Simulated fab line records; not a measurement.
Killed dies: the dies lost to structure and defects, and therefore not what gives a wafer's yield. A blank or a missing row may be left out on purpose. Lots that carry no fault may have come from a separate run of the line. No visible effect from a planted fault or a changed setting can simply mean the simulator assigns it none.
fab line records :: flow sfqLine
record:
  lots: 14
  wafers: 42
  lastDay: 83
route steps=325 shown M2@99
lots with no fault: from the same line, run without faults
startH: hours from the record's opening day to when the first of the lot's shown wafers began :: waitH: time in hours since the lot's previous step :: " as in the row above :: L1.1+2: a row that stands for several wafers :: - no value, or no start given :: * or withheld: withheld :: < > ~ a bound
route shown NAME@n: names a module that has steps shown in the file, with the first one's number in the route :: usual: mean and standard deviation over wafers with no fault :: same: alike in all rows :: chamber/n: place in a boat :: sites: readings site by site :: _std_site: standard deviation across them :: _edge_site: outer sites' mean less inner sites' :: radiusMm: how far each site lies from the wafer's centre :: mask NAME#n: copy n :: behind: the tool/chamber that last shaped the wafer :: hold: reason for holding the lot/hours on hold/outcome of the hold :: device: whichever transistor did not switch (one of n, p or np) :: end of line: at the end of the route, the tests of the same wafers :: a step with no rows: only its recipe :: killed: the dies lost at the first sort to structure and to defects; this is not the yield of the wafer :: map: a wafer's dies, x killed, . not, _ none there
set.NAME: the run value of the setting; set.NAME@STEP: its run value at that earlier step :: model.NAME: the simulator's own value behind a step, which no gauge read
the route's steps for a sample of lots (tables are steps, rows are wafers)
services: when a tool's chamber went out of use (startH, in hours from the record's first day, below 0 if earlier), for how many hours, and the reason
== steps ==
step: SFQ_TRILAYER_M2_BARC_OPEN_METAL_ETCH_077
recipe:
  maskMaterial: PR
  chemistry: O2
  targetDepthNm: 125
  target: BARC
  icpW: 600
  biasW: 80
  pressureMtorr: 10
  timeS: 41.7
usual:
  drypumpMotorCurrentA: 5.63/0.28
  oesProductAu: 0.685/0.0051
  runLengthS: 70.0/0.45
lot.wafer: L672.1
tool: rieMetal-02
chamber: 1
startH: 668.42
waitH: 0.0
drypumpMotorCurrentA: 5.90
oesProductAu: 0.697
rfHoursCounterH: 90
runLengthS: 70.5

lot.wafer: L672.4
tool: rieMetal-02
chamber: 0
startH: 668.42
waitH: 0.0
drypumpMotorCurrentA: 5.63
oesProductAu: 0.688
rfHoursCounterH: -
runLengthS: 71.0

lot.wafer: L672.6
tool: rieMetal-02
chamber: 0
startH: 668.42
waitH: 0.0
drypumpMotorCurrentA: 5.64
oesProductAu: 0.690
rfHoursCounterH: -
runLengthS: 70.6

lot.wafer: L673.1
tool: rieMetal-02
chamber: 1
startH: 717.74
waitH: 0.0
drypumpMotorCurrentA: 5.89
oesProductAu: 0.692
rfHoursCounterH: 99
runLengthS: 70.3

lot.wafer: L673.5
tool: rieMetal-02
chamber: 0
startH: 717.74
waitH: 0.0
drypumpMotorCurrentA: 5.65
oesProductAu: 0.683
rfHoursCounterH: -
runLengthS: 70.4

lot.wafer: L673.6
tool: rieMetal-02
chamber: 1
startH: 717.74
waitH: 0.0
drypumpMotorCurrentA: 5.89
oesProductAu: 0.687
rfHoursCounterH: -
runLengthS: 70.1

lot.wafer: L674.2
tool: rieMetal-04
chamber: 1
startH: 725.06
waitH: 0.0
drypumpMotorCurrentA: 5.19
oesProductAu: 0.691
rfHoursCounterH: 92
runLengthS: 69.3

lot.wafer: L674.3
tool: rieMetal-04
chamber: 0
startH: 725.06
waitH: 0.0
drypumpMotorCurrentA: 5.49
oesProductAu: 0.689
rfHoursCounterH: -
runLengthS: 70.0

lot.wafer: L674.6
tool: rieMetal-04
chamber: 0
startH: 725.06
waitH: 0.0
drypumpMotorCurrentA: 5.49
oesProductAu: 0.684
rfHoursCounterH: -
runLengthS: 69.9

lot.wafer: L677.1
tool: rieMetal-04
chamber: 0
startH: 756.39
waitH: 0.0
drypumpMotorCurrentA: 5.53
oesProductAu: 0.685
rfHoursCounterH: 83
runLengthS: 69.8

lot.wafer: L677.2
tool: rieMetal-04
chamber: 1
startH: 756.39
waitH: 0.0
drypumpMotorCurrentA: 5.18
oesProductAu: 0.694
rfHoursCounterH: 97
runLengthS: 69.1

lot.wafer: L677.6
tool: rieMetal-04
chamber: 0
startH: 756.39
waitH: 0.0
drypumpMotorCurrentA: 5.52
oesProductAu: 0.694
rfHoursCounterH: -
runLengthS: 69.8

lot.wafer: L682.2
tool: rieMetal-02
chamber: 1
startH: 801.92
waitH: 0.0
drypumpMotorCurrentA: 5.89
oesProductAu: 0.683
rfHoursCounterH: 112
runLengthS: 70.0

lot.wafer: L682.5
tool: rieMetal-02
chamber: 0
startH: 801.92
waitH: 0.0
drypumpMotorCurrentA: 5.65
oesProductAu: 0.751
rfHoursCounterH: -
runLengthS: 65.5

lot.wafer: L682.6
tool: rieMetal-02
chamber: 1
startH: 801.92
waitH: 0.0
drypumpMotorCurrentA: 5.88
oesProductAu: 0.684
rfHoursCounterH: -
runLengthS: 70.0

lot.wafer: L683.1
tool: rieMetal-02
chamber: 0
startH: 813.92
waitH: 0.0
drypumpMotorCurrentA: 5.64
oesProductAu: 0.752
rfHoursCounterH: 98
runLengthS: 66.3

lot.wafer: L683.3
tool: rieMetal-02
chamber: 1
startH: 813.92
waitH: 0.0
drypumpMotorCurrentA: 5.90
oesProductAu: 0.681
rfHoursCounterH: -
runLengthS: 70.0

lot.wafer: L683.5
tool: rieMetal-02
chamber: 0
startH: 813.92
waitH: 0.0
drypumpMotorCurrentA: 5.63
oesProductAu: 0.742
rfHoursCounterH: -
runLengthS: 66.1

lot.wafer: L687.1
tool: rieMetal-01
chamber: 0
startH: 852.32
waitH: 0.0
drypumpMotorCurrentA: 5.37
oesProductAu: 0.679
rfHoursCounterH: 37
runLengthS: 69.9

lot.wafer: L687.2
tool: rieMetal-01
chamber: 1
startH: 852.32
waitH: 0.0
drypumpMotorCurrentA: 6.10
oesProductAu: 0.690
rfHoursCounterH: 79
runLengthS: 69.4

lot.wafer: L687.3
tool: rieMetal-01
chamber: 1
startH: 852.32
waitH: 0.0
drypumpMotorCurrentA: 6.08
oesProductAu: 0.679
rfHoursCounterH: -
runLengthS: 69.7

lot.wafer: L689.1
tool: rieMetal-02
chamber: 1
startH: 886.71
waitH: 0.0
drypumpMotorCurrentA: 5.90
oesProductAu: 0.683
rfHoursCounterH: 127
runLengthS: 70.2

lot.wafer: L689.2
tool: rieMetal-02
chamber: 0
startH: 886.71
waitH: 0.0
drypumpMotorCurrentA: 5.63
oesProductAu: 0.685
rfHoursCounterH: 112
runLengthS: 70.5

lot.wafer: L689.5
tool: rieMetal-02
chamber: 0
startH: 886.71
waitH: 0.0
drypumpMotorCurrentA: 5.65
oesProductAu: 0.676
rfHoursCounterH: -
runLengthS: 70.4

lot.wafer: L690.1
tool: rieMetal-01
chamber: 0
startH: 893.91
waitH: 0.0
drypumpMotorCurrentA: 5.36
oesProductAu: 0.688
rfHoursCounterH: 45
runLengthS: 70.2

lot.wafer: L690.5
tool: rieMetal-01
chamber: 0
startH: 893.91
waitH: 0.0
drypumpMotorCurrentA: 5.35
oesProductAu: 0.680
rfHoursCounterH: -
runLengthS: 70.3

lot.wafer: L690.6
tool: rieMetal-01
chamber: 1
startH: 893.91
waitH: 0.0
drypumpMotorCurrentA: 6.08
oesProductAu: 0.684
rfHoursCounterH: -
runLengthS: 69.9

lot.wafer: L691.1
tool: rieMetal-01
chamber: 0
startH: 929.48
waitH: 0.0
drypumpMotorCurrentA: 5.35
oesProductAu: 0.679
rfHoursCounterH: 49
runLengthS: 69.7

lot.wafer: L691.4
tool: rieMetal-01
chamber: 1
startH: 929.48
waitH: 0.0
drypumpMotorCurrentA: 6.09
oesProductAu: 0.678
rfHoursCounterH: -
runLengthS: 69.4

lot.wafer: L691.6
tool: rieMetal-01
chamber: 0
startH: 929.48
waitH: 0.0
drypumpMotorCurrentA: 5.33
oesProductAu: 0.684
rfHoursCounterH: -
runLengthS: 70.0

lot.wafer: L692.1
tool: rieMetal-01
chamber: 1
startH: 931.88
waitH: 0.0
drypumpMotorCurrentA: 6.08
oesProductAu: 0.679
rfHoursCounterH: 91
runLengthS: 69.5

lot.wafer: L692.3
tool: rieMetal-01
chamber: 1
startH: 931.88
waitH: 0.0
drypumpMotorCurrentA: 6.09
oesProductAu: 0.677
rfHoursCounterH: -
runLengthS: 69.7

lot.wafer: L692.5
tool: rieMetal-01
chamber: 1
startH: 931.88
waitH: 0.0
drypumpMotorCurrentA: 6.08
oesProductAu: 0.683
rfHoursCounterH: -
runLengthS: 69.6

lot.wafer: L693.3
tool: rieMetal-04
chamber: 0
startH: 933.10
waitH: 0.0
drypumpMotorCurrentA: 5.49
oesProductAu: 0.679
rfHoursCounterH: -
runLengthS: 70.4

lot.wafer: L693.4
tool: rieMetal-04
chamber: 1
startH: 933.10
waitH: 0.0
drypumpMotorCurrentA: 5.20
oesProductAu: 0.681
rfHoursCounterH: -
runLengthS: 69.4

lot.wafer: L693.5
tool: rieMetal-04
chamber: 0
startH: 933.10
waitH: 0.0
drypumpMotorCurrentA: 5.52
oesProductAu: 0.692
rfHoursCounterH: -
runLengthS: 70.2

lot.wafer: L694.2
tool: rieMetal-02
chamber: 0
startH: 934.28
waitH: 0.0
drypumpMotorCurrentA: 5.66
oesProductAu: 0.693
rfHoursCounterH: 118
runLengthS: 70.8

lot.wafer: L694.4
tool: rieMetal-02
chamber: 0
startH: 934.28
waitH: 0.0
drypumpMotorCurrentA: 5.64
oesProductAu: 0.691
rfHoursCounterH: -
runLengthS: 70.7

lot.wafer: L694.6
tool: rieMetal-02
chamber: 0
startH: 934.28
waitH: 0.0
drypumpMotorCurrentA: 5.65
oesProductAu: 0.691
rfHoursCounterH: -
runLengthS: 70.4

lot.wafer: L695.1
tool: rieMetal-04
chamber: 1
startH: 936.68
waitH: 0.0
drypumpMotorCurrentA: 5.20
oesProductAu: 0.680
rfHoursCounterH: 128
runLengthS: 69.2

lot.wafer: L695.3
tool: rieMetal-04
chamber: 1
startH: 936.68
waitH: 0.0
drypumpMotorCurrentA: 5.20
oesProductAu: 0.692
rfHoursCounterH: -
runLengthS: 69.4

lot.wafer: L695.5
tool: rieMetal-04
chamber: 0
startH: 936.68
waitH: 0.0
drypumpMotorCurrentA: 5.49
oesProductAu: 0.687
rfHoursCounterH: -
runLengthS: 69.9
== services ==
tool: rieMetal-01
chamber: -
startH: 647.45
hours: 2.8
kind: pm

tool: rieMetal-04
chamber: 0
startH: 813.21
hours: 3.3
kind: repair

tool: rieMetal-04
chamber: -
startH: 832.00
hours: 0.2
kind: repair

tool: rieMetal-04
chamber: -
startH: 858.27
hours: 1.4
kind: pm

tool: rieMetal-02
chamber: 0
startH: 928.80
hours: 2.4
kind: repair
== key ==
firstSign:
  step: SFQ_TRILAYER_M2_BARC_OPEN_METAL_ETCH_077
  reading: oesProductAu
  direction: up
  sigmas: 13
  usual: 0.685
  struck: 0.748
effect:
  step: SFQ_TRILAYER_M2_BARC_OPEN_METAL_ETCH_077
  reading: runLengthS
  direction: down
  sigmas: 9.1
  usual: *
  struck: *
metAt SFQ_TRILAYER_M2_BARC_OPEN_METAL_ETCH_077
struckLots L682,L683
struckWafers L682.5,L683.1,L683.5
onsetBetween 717.74 801.92
fault:
  kind: processParameterDrift
  tool: rieMetal-02
  chamber: 0
  onsetH: 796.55
  steps: SFQ_TRILAYER_M2_BARC_OPEN_METAL_ETCH_077
  channel: timeS
  offset: *
  shape: step
  endH: 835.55
  actsIn: *
  stated: *
